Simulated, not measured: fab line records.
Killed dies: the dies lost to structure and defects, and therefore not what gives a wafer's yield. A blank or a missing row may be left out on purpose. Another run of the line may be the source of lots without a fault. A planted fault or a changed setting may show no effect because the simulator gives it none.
Comparing a struck lot with a sound one || flow gf180mcu || 15 out of 602 route steps
Sound: these wafers, L598.1, L598.4, L598.6. Struck: wafers L604.2, L604.4, L604.6. The cause comes at the end.
Per side, at each step with rows, come the tool, then ch with its chambers, and then its first start. Under that, the readings that differ: sound wafers || struck wafers || difference of the means || sigmas: that difference in standard deviations of wafers without a fault.
alike: same words and numbers on both sides, and readings whose means sit less than 2 such deviations apart. not compared: any withheld reading, any reading some wafer has no value for, any bound like >300 that may hide the same value, and any number with overlapping values for which the record gives no deviation.
A row with sigmas, a row that says differs or no value, or rows on one side alone: a step with any of these is where the two part. Numbers that have no deviation but don't overlap get no sigmas and don't part them. Lack of a reading on every wafer of one side parts them only where that side has two or more wafers.

first, 1 step without rows for these wafers: GF_TOP_METAL_CLEAN_19 (cleans in DIW).
GF_PASSIVATION_CVD_00: deposits SiO2 from TEOS, target thk 1000 nm, time 111.95 s.
  sound on pecvd-03 ch 0,1, day 29 00:48; struck on pecvd-04 ch 0,1,2, day 31 01:37
  alike: heater power w
GF_PASSIVATION_THK_MEAS_01:
  sound: film metro-03 at day 29 00:53; struck: film metro-02 at day 31 01:43
  alike: PASSIVATION_CVD_00_THK
GF_PASSIVATION_CVD_02: deposits Si3N4, target thk 700 nm, time 486.18 s.
  sound on pecvd-04 ch 0,1, day 29 00:56; struck on pecvd-01 ch 0,1,2, day 31 01:46
  alike: heater power w
GF_PASSIVATION_THK_MEAS_03:
  sound: film metro-02 at day 29 01:14; struck: film metro-01 at day 31 02:04
  alike: PASSIVATION_CVD_02_THK
then, 7 steps without rows for these wafers: GF_PASSIVATION_DEHYDRATE_04 (time 60 s); GF_PASSIVATION_HMDS_05 (prime time 60 s); GF_PASSIVATION_COAT_06 (resist thk 4000 nm); GF_PASSIVATION_SOFTBAKE_07; GF_PASSIVATION_EXPOSE_08 (exposes mask Pad, target cd 40000 nm); GF_PASSIVATION_PEB_09; GF_PASSIVATION_DEVELOP_10 (develop time 60 s).
GF_PASSIVATION_ETCH_11: etches the open film in CF4/O2, stops on TiN, target depth 1800 nm, time 400 s.
  sound on rie diel-03 ch 1,3, day 29 20:02; struck on rie diel-03 ch 2,3, day 31 19:23
  no value came back on the struck wafers for any of 5 readings (O2_flow_sccm (sccm), bias w (W) and others); on the sound wafers O2_flow_sccm (sccm) reads 10.01 10.03 10.03
{"reading": "model.coat_of_PASSIVATION_COAT_06.thk nm (nm)", "sound": "2764 2786 2791", "struck": "3987 3997 3971", "difference": "+1205", "sigmas": ""}
  not compared: rf hours counter h
GF_PASSIVATION_STRIP_12: strips in O2/N2.
  sound on plasma asher-03 ch 0, day 29 20:17; struck on plasma asher-02 ch 0, day 31 19:37
{"reading": "heater power w (W)", "sound": "247 241 259", "struck": "380 389 391", "difference": "+138", "sigmas": "+3"}
{"reading": "strip time to endpoint s (s)", "sound": "34.36 34.62 34.68", "struck": "48.14 48.26 47.96", "difference": "+13.57", "sigmas": "+71"}
  alike: drypump motor current A, oes product au
  not compared: rf hours counter h
then, 1 step without rows for these wafers: GF_PASSIVATION_ANNEAL_13 (time 1800 s).

## WHERE THEY PART
Earliest at GF_PASSIVATION_ETCH_11; latest, in this record, at GF_PASSIVATION_STRIP_12.

WHY: what the simulator had put in
Skipped step whole: rie diel-03, from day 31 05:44 on, at GF_PASSIVATION_ETCH_11. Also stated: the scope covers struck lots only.
